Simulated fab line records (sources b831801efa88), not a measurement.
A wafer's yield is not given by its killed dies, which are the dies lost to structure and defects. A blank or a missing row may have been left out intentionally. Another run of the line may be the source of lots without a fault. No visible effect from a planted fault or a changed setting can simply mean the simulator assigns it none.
Matching of chambers :: flow gf180mcu :: pecvd-03 running GF_MIM_CVD_05: 3 sister chambers
The step deposits Si3N4, target thk 42 nm, time 29.086 s. 3 wafers are shown with their chamber, then 9 later ones without.

WAFERS WITH THEIR CHAMBER
wafer: L082.5
chamber: 0
heater power w (W): 798

wafer: L084.5
chamber: 1
heater power w (W): 634

wafer: L085.5
chamber: 2
heater power w (W): 597

WAFERS WHOSE CHAMBER IS MISSING
wafer: L091.2
heater power w (W): 576

wafer: L091.4
heater power w (W): 796

wafer: L091.6
heater power w (W): 680

wafer: L092.2
heater power w (W): 627

wafer: L092.4
heater power w (W): 699

wafer: L092.6
heater power w (W): 596

wafer: L093.3
heater power w (W): 661

wafer: L093.4
heater power w (W): 676

wafer: L093.6
heater power w (W): 801

WHICH CHAMBER EACH ONE RAN IN
wafer: L091.2
from the rows above: can't be placed: 2 or 1
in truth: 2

wafer: L091.4
from the rows above: 0
in truth: 0

wafer: L091.6
from the rows above: can't be placed: 1 or 2
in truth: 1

wafer: L092.2
from the rows above: can't be placed: 1 or 2
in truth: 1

wafer: L092.4
from the rows above: can't be placed: 1 or 0 or 2
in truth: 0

wafer: L092.6
from the rows above: can't be placed: 2 or 1
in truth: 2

wafer: L093.3
from the rows above: can't be placed: 1 or 2
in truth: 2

wafer: L093.4
from the rows above: can't be placed: 1 or 2
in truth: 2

wafer: L093.6
from the rows above: 0
in truth: 0
2 of 9 placed correctly. Cannot be placed on the basis of these rows: 7; the candidates contain the true chamber in 7. 0 placed wrongly.
How it was worked out, from the rows above alone: a wafer's distance from a chamber is the root of the sum, over the readings, of the square of ((its reading less the chamber's mean) divided by the reading's scatter). If the next closest chamber is less than 2 further off than the closest, the wafer can't be placed; otherwise it belongs to the closest. A chamber's mean is the mean of its shown wafers. The scatter: with one shown wafer a chamber, the root of the mean of the squares of how far each hidden wafer lies from its nearest shown one.
